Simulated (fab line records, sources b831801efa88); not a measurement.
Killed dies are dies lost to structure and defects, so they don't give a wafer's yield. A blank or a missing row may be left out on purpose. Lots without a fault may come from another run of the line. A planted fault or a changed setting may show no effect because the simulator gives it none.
Which tool did it? | flow sky130 | 7 lots, 21 wafers sampled, at 3 steps of a route of 708

WHAT THE GAUGES READ, wafer by wafer
SKY_PWDE_TW_MEAS_10.
lot  | measured    | on            | PWDE_TW
L269 | day 4 07:00 | film_metro-04 | 376.1 374.4 375.6
L272 | day 4 21:03 | film_metro-04 | 375.3 373.7 375.9
L276 | day 6 01:01 | film_metro-04 | 377.2 376.3 375.7
L279 | day 6 14:43 | film_metro-04 | 378.1 378.2 379.3
L283 | day 7 14:37 | film_metro-04 | 372.5 375.5 375.3
L287 | day 8 12:43 | film_metro-03 | 30.1 30.2 30.2
L290 | day 9 04:27 | film_metro-02 | 379.9 379.9 381.3

WHICH TOOL RAN EACH LOT (tool, then ch and the chambers of the sampled wafers, then the start)
lot  | SKY_DNWELL_STRIP_08                 | SKY_PWDE_STRIP_09
L269 | plasma_asher-03 ch 0,1, day 3 14:13 | plasma_asher-02 ch 0,1, day 4 06:54
L272 | plasma_asher-02 ch 0,1, day 4 04:13 | plasma_asher-04 ch 0,1, day 4 20:57
L276 | plasma_asher-04 ch 0,1, day 5 05:58 | plasma_asher-04 ch 0,1, day 6 00:55
L279 | plasma_asher-04 ch 0,1, day 5 19:19 | plasma_asher-04 ch 0,1, day 6 14:37
L283 | plasma_asher-03 ch 0,1, day 6 18:13 | plasma_asher-02 ch 0,1, day 7 14:31
L287 | plasma_asher-03 ch 0,1, day 7 15:40 | plasma_asher-02 ch 0,1, day 8 12:36
L290 | plasma_asher-02 ch 0,1, day 8 07:28 | plasma_asher-01 ch 0,1, day 9 04:21
- SKY_DNWELL_STRIP_08: strips in O2/N2.
- SKY_PWDE_STRIP_09: strips in O2/N2.

THE ANSWER, worked out from the rows above alone
Rule: what is usual is taken from the lots themselves. Put in order of their means at a reading, lots are off if they are a third of the lots or fewer, leave a main group of 4 or more, and stand apart from it by a gap of 3 or more times the standard deviation of the main group's means; of several such gaps the widest counts. A main group whose means are all the same, to the digits that the tables above print for the reading, isn't used. A lot without any number at a reading at which 4 lots or more have one is off too. The other lots that the step has rows for count as sound.
Off: L287, at SKY_PWDE_TW_MEAS_10 (PWDE_TW). The main group: mean 376.7, standard deviation 2.1.
A tool fits if, at a process step before that reading, it ran every lot that is off, and no sound lot after the first of them. The gauges at SKY_PWDE_TW_MEAS_10 are tried like those tools. Can't be told from this: 3 tools fit, plasma_asher-03 at SKY_DNWELL_STRIP_08, plasma_asher-02 at SKY_PWDE_STRIP_09, film_metro-03 at SKY_PWDE_TW_MEAS_10.

WHAT THE SIMULATOR HAD PUT IN
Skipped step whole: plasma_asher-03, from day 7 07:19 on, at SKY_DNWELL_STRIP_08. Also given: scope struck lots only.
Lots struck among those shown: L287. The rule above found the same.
